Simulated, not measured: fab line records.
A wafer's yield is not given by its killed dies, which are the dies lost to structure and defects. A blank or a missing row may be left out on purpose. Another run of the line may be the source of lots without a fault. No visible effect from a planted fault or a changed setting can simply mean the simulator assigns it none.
Which of the tools did it? | flow sky130 | route of 708 steps, sampled at 1 step: 14 lots, 42 wafers

WHAT EACH GAUGE READ, for each wafer
SKY_SONOS_TUNNEL_OVL_MEAS_08. Usual: for SONOS_TUNNEL_OVL the level is 0.9 nm and the standard deviation is 1.4.
lot  | measured     | on         | SONOS_TUNNEL_OVL (nm) | flag
L184 | day 11 20:24 | overlay-01 | 0.9 1.3 -0.4          |
L185 | day 12 15:26 | overlay-02 | 5.5 1.9 2.9           |
L186 | day 12 17:15 | overlay-01 | 0.9 1.4 1.2           |
L187 | day 12 18:34 | overlay-01 | 0.9 -2.3 -0.8         |
L189 | day 13 09:11 | overlay-02 | 1.5 -0.1 0.1          |
L188 | day 13 10:52 | overlay-01 | 2.9 3.1 3.5           |
L191 | day 14 04:23 | overlay-01 | -0.2 -1.4 -1.2        |
L197 | day 16 07:47 | overlay-02 | 0.8 0.2 1.6           |
L196 | day 16 08:05 | overlay-01 | -0.5 -0.1 -0.2        |
L198 | day 16 14:08 | overlay-01 | -1.2 1.9 -1.3         |
L199 | day 16 14:44 | overlay-02 | 2.8 2.8 1.0           |
L201 | day 17 02:05 | overlay-01 | 1.2 1.8 0.1           |
L202 | day 17 14:57 | overlay-02 | 2.7 1.2 3.6           |
L206 | day 18 10:46 | overlay-01 | 2.9 2.6 3.9           |

WHAT TOOL EACH LOT RAN ON (gives the tool, then ch and the chambers of the sampled wafers, and finally the start)
No process step before these readings appears in the record.

AS READ BY THE TOOLS THEMSELVES (means over the sampled wafers that have a number; for cases with no such wafer, the mark the record gives instead)
The record holds no such reading with a usual standard deviation.

THE ANSWER, worked out from the rows above alone
Rule: lot off if the mean of its wafers having a number is beyond 3 standard deviations from the usual mean. A lot without any number at a reading at which 4 lots or more have one is off too. Any other lot the step has rows for is counted as sound. The gauges are gone through in route order, then the tools' own readings, and for those a lot's mean is taken as printed above. The first step at which some lot is off is used, and at that step the reading that is off furthest; a lot without a number counts as furthest.
Nothing can be told from this: no lot is off at any reading shown.

WHAT HAD BEEN PUT IN BY THE SIMULATOR
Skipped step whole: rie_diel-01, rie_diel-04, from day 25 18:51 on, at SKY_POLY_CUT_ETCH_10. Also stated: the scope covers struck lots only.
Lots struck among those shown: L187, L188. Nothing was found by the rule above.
